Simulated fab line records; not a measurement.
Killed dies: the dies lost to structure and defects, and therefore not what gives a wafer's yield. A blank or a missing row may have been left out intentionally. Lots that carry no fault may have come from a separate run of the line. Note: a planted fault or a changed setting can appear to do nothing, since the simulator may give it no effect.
Chamber matching | flow sky130 | SKY_METAL3_ETCH_17 on rie_diel-02 has 4 sister chambers
The step etches SiO2 in C4F8/O2/Ar, stops on TiN, time 3.9 s, target depth 15 nm. 8 wafers are shown with their chamber, then 12 later ones without.

WAFERS WITH THEIR CHAMBER
wafer  | chamber | oes_product_au (a.u.)
L083.4 | 0       | 0.765
L085.5 | 1       | 0.762
L088.2 | 2       | 0.751
L088.3 | 3       | 0.758
L088.6 | 3       | 0.758
L089.2 | 2       | 0.758
L089.5 | 1       | 0.765
L089.6 | 0       | 0.770

WAFERS WITH NO CHAMBER GIVEN
wafer  | oes_product_au (a.u.)
L092.1 | 0.746
L092.2 | 0.752
L092.3 | 0.735
L092.4 | 0.744
L092.5 | 0.755
L092.6 | 0.747
L096.1 | 0.750
L096.2 | 0.743
L096.3 | 0.743
L096.4 | 0.750
L096.5 | 0.746
L096.6 | 0.748

EACH ONE'S CHAMBER
wafer  | from the rows above     | in truth
L092.1 | can't be placed: 2 or 3 | 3
L092.2 | can't be placed: 2 or 3 | 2
L092.3 | can't be placed: 2 or 3 | 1
L092.4 | can't be placed: 2 or 3 | 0
L092.5 | can't be placed: 2 or 3 | 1
L092.6 | can't be placed: 2 or 3 | 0
L096.1 | can't be placed: 2 or 3 | 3
L096.2 | can't be placed: 2 or 3 | 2
L096.3 | can't be placed: 2 or 3 | 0
L096.4 | can't be placed: 2 or 3 | 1
L096.5 | can't be placed: 2 or 3 | 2
L096.6 | can't be placed: 2 or 3 | 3
0 of 12 placed correctly. Not placeable from these rows: 12 (in 6, the candidates include the true chamber). Placed wrongly: 0.
How it was worked out, from the rows above alone: a wafer's distance from a chamber is the root of the sum, over the readings, of the square of ((its reading less the chamber's mean) divided by the reading's scatter). The wafer belongs to the nearest chamber; if the next one is less than 2 further off, it can't be placed. The mean given for a chamber averages the wafers shown for that chamber. How the scatter is found: for the shown wafers, subtract from each reading the mean of its chamber, square and add these, divide the total by (wafers less chambers), then take the root.
